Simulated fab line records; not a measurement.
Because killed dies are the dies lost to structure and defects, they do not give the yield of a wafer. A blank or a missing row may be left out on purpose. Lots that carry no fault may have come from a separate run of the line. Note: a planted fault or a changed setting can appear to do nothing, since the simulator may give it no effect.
The same fault as seen by 2 desks / flow gf180mcu / every desk sees just its own numbers, and what lay behind them comes last

== TOOL OWNER'S DESK, pvd_sputter-01 ==
The tool's own readings at GF_V1_SPUTTER_21 (material Ti, target thk 15 nm, time 80.02 s): means of the sampled wafers that have a number, for each lot that ran on this tool. If a lot's mean is further than 4 standard deviations from the usual mean, the lot is out of limits and carries the mark OUT (the distance appears in the brackets).
Columns: A = cathode_dc_power_W at GF_V1_SPUTTER_21, usual 2500.0 W; B = chamber_pressure_pa at GF_V1_SPUTTER_21, usual 4.999 Pa; C = substrate_temp_c at GF_V1_SPUTTER_21, usual 200.00 C; D = throttle_valve_pct at GF_V1_SPUTTER_21, usual 29.6 %
lot=L826; first seen here=day 24 22:32; A=2499.7; B=4.998; C=200.10; D=31.1
lot=L828; first seen here=day 25 14:47; A=2500.1; B=5.005; C=199.97; D=30.2
This desk's verdict: no lot among the 2 shows anything out of limits.

== AT THE METROLOGY DESK ==
Lot by lot, what the gauges showed, no matter which tool ran the lot: averages of those sampled wafers that carry a number. If a lot's mean is further than 4 standard deviations from the usual mean, the lot is out of limits and carries the mark OUT (the distance appears in the brackets).
Columns: A = V1_CVD_00_THK at GF_V1_THK_MEAS_01, usual 598 nm
lot=L807; first seen here=day 17 09:23; A=599
lot=L808; first seen here=day 17 16:49; A=601
lot=L809; first seen here=day 18 06:40; A=596
lot=L813; first seen here=day 19 10:49; A=592
lot=L814; first seen here=day 19 23:28; A=585
lot=L815; first seen here=day 20 05:59; A=599
lot=L816; first seen here=day 20 10:25; A=600
lot=L817; first seen here=day 20 18:40; A=598
lot=L818; first seen here=day 21 03:49; A=603
lot=L824; first seen here=day 23 10:20; A=589
lot=L825; first seen here=day 23 14:41; A=600
lot=L826; first seen here=day 23 22:59; A=604
lot=L827; first seen here=day 24 08:31; A=600
lot=L828; first seen here=day 24 15:50; A=593
lot=L830; first seen here=day 24 23:37; A=606
This desk's verdict: no lot among the 15 shows anything out of limits.

== PUT TOGETHER ==
Nothing out of limits was seen by the tool owner's desk.
At the metrology desk, nothing out of limits was observed.

== WHAT THE SIMULATOR HAD INSERTED ==
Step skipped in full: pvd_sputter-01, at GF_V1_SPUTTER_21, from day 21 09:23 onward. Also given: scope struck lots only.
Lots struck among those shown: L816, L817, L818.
